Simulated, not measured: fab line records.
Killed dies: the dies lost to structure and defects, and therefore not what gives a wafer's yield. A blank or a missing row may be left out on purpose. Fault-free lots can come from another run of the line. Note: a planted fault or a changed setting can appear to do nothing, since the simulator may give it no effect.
Commonality check across tools    flow sky130    11 lots and 33 wafers in the sample

## REASON IT WAS OPENED
At SKY_FIELD_ISO_THK_MEAS_25 the reading FIELD_ISO_CVD_24_THK is flagged on 2 of 11 lots. Fault-free wafers read 594 nm, with a standard deviation of 7.1.
Rule: flag the lot when none of its wafers has a number, or when each of its wafers that has one lies beyond 4 standard deviations from that mean. As for the other lots, they are considered sound.

lot   measured     on            FIELD_ISO_CVD_24_THK (nm), wafer by wafer  flag
L866  day 2 17:01  filmMetro-01  596 582 583                                
L865  day 2 17:03  filmMetro-03  593 601 600                                
L867  day 2 21:12  filmMetro-03  597 600 592                                
L868  day 3 03:55  filmMetro-02  602 602 600                                
L869  day 3 04:56  filmMetro-02  592 589 601                                
L871  day 3 15:28  filmMetro-02  593 596 594                                
L876  day 4 17:13  filmMetro-02  410 396 405                                FLAGGED
L879  day 5 08:52  filmMetro-02  406 413 408                                FLAGGED
L880  day 5 18:42  filmMetro-03  581 584 583                                
L881  day 5 22:44  filmMetro-01  595 590 589                                
L883  day 6 07:35  filmMetro-03  598 591 599                                
The numbers of the flagged lots are 406 nm on average: -188 nm against the usual, or -26 standard deviations.

## WHICH TOOL RAN EACH LOT
Before the reading, the record contains 2 process steps out of a 708-step route. Cell contents, in order: the tool; ch with the chambers the sampled wafers went through; the start.
lot   flag     SKY_FIELD_ISO_ETCH_15             SKY_FIELD_ISO_CVD_24
L866           rieDiel-04 ch 1,2,3, day 2 11:05  hdpcvd-01 ch 0,1,2, day 2 16:56
L865           rieDiel-03 ch 1,2, day 2 11:02    hdpcvd-02 ch 0,1, day 2 16:58
L867           rieDiel-03 ch 0,2,3, day 2 19:11  hdpcvd-02 ch 0,1,2, day 2 21:08
L868           rieDiel-04 ch 2,3, day 3 01:53    hdpcvd-02 ch 1,2, day 3 03:51
L869           rieDiel-02 ch 0,1,2, day 3 02:26  hdpcvd-02 ch 0,1,2, day 3 04:52
L871           rieDiel-02 ch 0,1, day 3 12:39    hdpcvd-02 ch 1,2, day 3 15:23
L876  FLAGGED  rieDiel-03 ch 1,2, day 4 14:54    hdpcvd-01 ch 0,1,2, day 4 17:08
L879  FLAGGED  rieDiel-02 ch 1,2,3, day 5 07:00  hdpcvd-01 ch 0,1, day 5 08:46
L880           rieDiel-03 ch 2,3, day 5 15:05    hdpcvd-02 ch 0,1, day 5 18:36
L881           rieDiel-02 ch 0,1,3, day 5 17:35  hdpcvd-02 ch 0,1, day 5 22:40
L883           rieDiel-04 ch 2,3, day 6 03:42    hdpcvd-02 ch 0,1,2, day 6 07:31
What the steps here do:
- SKY_FIELD_ISO_ETCH_15: etches the open film in CHF3/O2, stops on Si, target depth 180 nm, time 72 s.
- SKY_FIELD_ISO_CVD_24: deposits SiO2, target thk 595 nm, time 99.2 s.
- SKY_FIELD_ISO_THK_MEAS_25

## FLAGGED OVER TOTAL, TOOL BY TOOL (the gauges that took the reading come last)
step                       tool          lots run  flagged  share of the flagged lots  sound lots run after its first flagged lot
SKY_FIELD_ISO_ETCH_15      rieDiel-02    4         1        some                       1 (L881)
SKY_FIELD_ISO_ETCH_15      rieDiel-03    4         1        some                       1 (L880)
SKY_FIELD_ISO_ETCH_15      rieDiel-04    3         0        none                       -
SKY_FIELD_ISO_CVD_24       hdpcvd-01     3         2        all                        0
SKY_FIELD_ISO_CVD_24       hdpcvd-02     8         0        none                       -
SKY_FIELD_ISO_THK_MEAS_25  filmMetro-01  2         0        none                       -
SKY_FIELD_ISO_THK_MEAS_25  filmMetro-02  5         2        all                        0
SKY_FIELD_ISO_THK_MEAS_25  filmMetro-03  4         0        none                       -

## WHAT IS ALLOWED BY THE TABLE
hdpcvd-01 at SKY_FIELD_ISO_CVD_24 and filmMetro-02 at SKY_FIELD_ISO_THK_MEAS_25 are the 2 rows of the table that ran each flagged lot.
- hdpcvd-01 at SKY_FIELD_ISO_CVD_24: 2 of its 3 lots flagged. It ran its last sound lot, L866, at day 2 16:56 and its first flagged lot, L876, at day 4 17:08: a fault with its onset between the two fits.
- filmMetro-02 at SKY_FIELD_ISO_THK_MEAS_25: 2 of its 5 lots flagged. It ran its last sound lot, L871, at day 3 15:28 and its first flagged lot, L876, at day 4 17:13: a fault with its onset between the two fits.
Counting lots can't tell these 2 tools apart, because each fits a fault that began at some hour. More lots, or a look at what each step does to the wafer, might.

## WHAT HAD BEEN PUT IN BY THE SIMULATOR
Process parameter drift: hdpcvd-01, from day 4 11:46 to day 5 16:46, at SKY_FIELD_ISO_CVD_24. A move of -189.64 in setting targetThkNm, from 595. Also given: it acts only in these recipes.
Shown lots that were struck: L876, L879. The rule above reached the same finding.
